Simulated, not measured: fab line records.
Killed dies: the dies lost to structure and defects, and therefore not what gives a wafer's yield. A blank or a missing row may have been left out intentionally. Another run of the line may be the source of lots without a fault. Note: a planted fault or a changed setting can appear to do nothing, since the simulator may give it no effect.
Which tool was responsible? -- flow sky130 -- 12 lots, 36 wafers sampled, at 3 steps of a route of 708

## WHAT THE GAUGES SHOWED, per wafer
SKY_VIA4_OVL_MEAS_11. Usual: VIA4_OVL 0.9 nm, standard deviation 1.6.
lot,measured,on,VIA4_OVL (nm),flag
L570,day 42 18:46,overlay-01,2.2 1.5 2.1,
L571,day 42 22:59,overlay-01,-2.2 -1.8 -2.0,
L572,day 43 10:53,overlay-02,1.6 0.6 0.3,
L574,day 44 07:35,overlay-02,1.4 1.7 2.5,
L575,day 44 13:26,overlay-01,-0.2 2.2 1.5,
L576,day 44 17:22,overlay-01,-0.4 -0.3 0.2,
L577,day 44 17:40,overlay-02,0.7 -1.0 0.0,
L578,day 44 23:59,overlay-02,2.0 1.2 2.3,
L579,day 45 03:55,overlay-01,1.1 1.6 1.0,
L583,day 46 02:26,overlay-02,4.2 2.9 3.1,
L591,day 48 06:02,overlay-01,0.3 0.5 0.4,
L592,day 48 08:43,overlay-01,0.7 0.3 1.2,

## WHICH TOOL RAN EACH LOT (tool, then ch and the chambers of the sampled wafers, then the start)
lot,SKY_VIA2_SPUTTER_20,SKY_VIA4_CMP_02
L570,"pvdSputter-04, day 36 05:01","cmp-01 ch 2,3, day 41 18:58"
L571,"pvdSputter-02, day 36 12:10","cmp-02 ch 0,2, day 42 00:02"
L572,"pvdSputter-02, day 37 03:46","cmp-01 ch 0,1,3, day 42 12:41"
L574,"pvdSputter-04, day 38 00:22","cmp-01 ch 1,2,3, day 43 08:23"
L575,"pvdSputter-02, day 38 03:32","cmp-01 ch 0,1,2, day 43 15:01"
L576,"pvdSputter-02, day 38 09:37","cmp-01 ch 1,2, day 43 18:22"
L577,"pvdSputter-04, day 38 10:36","cmp-01 ch 0,1,2, day 43 19:23"
L578,"pvdSputter-03, day 38 19:10","cmp-01 ch 1,3, day 44 01:41"
L579,"pvdSputter-04, day 38 23:10","cmp-02 ch 2,3, day 44 06:23"
L583,"pvdSputter-02, day 40 02:25","cmp-01 ch 1,2,3, day 45 06:04"
L591,"pvdSputter-02, day 42 15:56","cmp-02 ch 1,2,3, day 47 10:59"
L592,"pvdSputter-04, day 42 19:45","cmp-02 ch 0,3, day 47 14:07"
- SKY_VIA2_SPUTTER_20: material TiN, target thk 20 nm, time 80 s.
- SKY_VIA4_CMP_02: polishes SiO2.

## WHAT THE TOOLS THEMSELVES READ (means of the sampled wafers that have a number; where no wafer has one, the mark that the record gives instead)
SKY_VIA2_SPUTTER_20. Usual: throttleValvePct 30.4 %, standard deviation 0.85.
lot,tool,throttleValvePct (%),flag
L570,pvdSputter-04,30.0,
L571,pvdSputter-02,30.5,
L572,pvdSputter-02,29.5,
L574,pvdSputter-04,30.6,
L575,pvdSputter-02,30.2,
L576,pvdSputter-02,30.8,
L577,pvdSputter-04,31.1,
L578,pvdSputter-03,30.6,
L579,pvdSputter-04,30.4,
L583,pvdSputter-02,31.0,
L591,pvdSputter-02,30.2,
L592,pvdSputter-04,31.4,

SKY_VIA4_CMP_02. Usual: headPressurePsi 3.999 psi, standard deviation 0.0089; motorCurrentA 11.7 A, standard deviation 0.87; retainingRingPressureFrac 0.999, standard deviation 0.0057.
lot,tool,headPressurePsi (psi),motorCurrentA (A),retainingRingPressureFrac,flag
L570,cmp-01,3.999,11.2,0.996,
L571,cmp-02,4.005,11.2,0.999,
L572,cmp-01,4.000,12.1,1.001,
L574,cmp-01,4.004,11.7,0.998,
L575,cmp-01,3.993,12.1,0.999,
L576,cmp-01,4.003,11.9,0.991,
L577,cmp-01,3.997,12.3,0.998,
L578,cmp-01,3.996,11.4,1.002,
L579,cmp-02,3.997,12.1,0.998,
L583,cmp-01,3.996,11.8,0.999,
L591,cmp-02,3.997,11.8,1.001,
L592,cmp-02,4.004,11.7,0.997,

## THE ANSWER, worked out from the rows above alone
Rule: a lot counts as off when the mean over its wafers that have a number is more than 3 standard deviations away from the usual mean. Also off: a lot with no number at a reading for which 4 or more lots have one. All remaining lots with rows at the step are treated as sound. After the gauges, taken in route order, come the tools' own readings; for these a lot's mean is taken, as printed above. The first step at which some lot is off is used, and at that step the reading that is off furthest; a lot without a number counts as furthest.
None of the lots is off at any reading shown; this tells nothing.

## WHAT WAS PUT IN BY THE SIMULATOR
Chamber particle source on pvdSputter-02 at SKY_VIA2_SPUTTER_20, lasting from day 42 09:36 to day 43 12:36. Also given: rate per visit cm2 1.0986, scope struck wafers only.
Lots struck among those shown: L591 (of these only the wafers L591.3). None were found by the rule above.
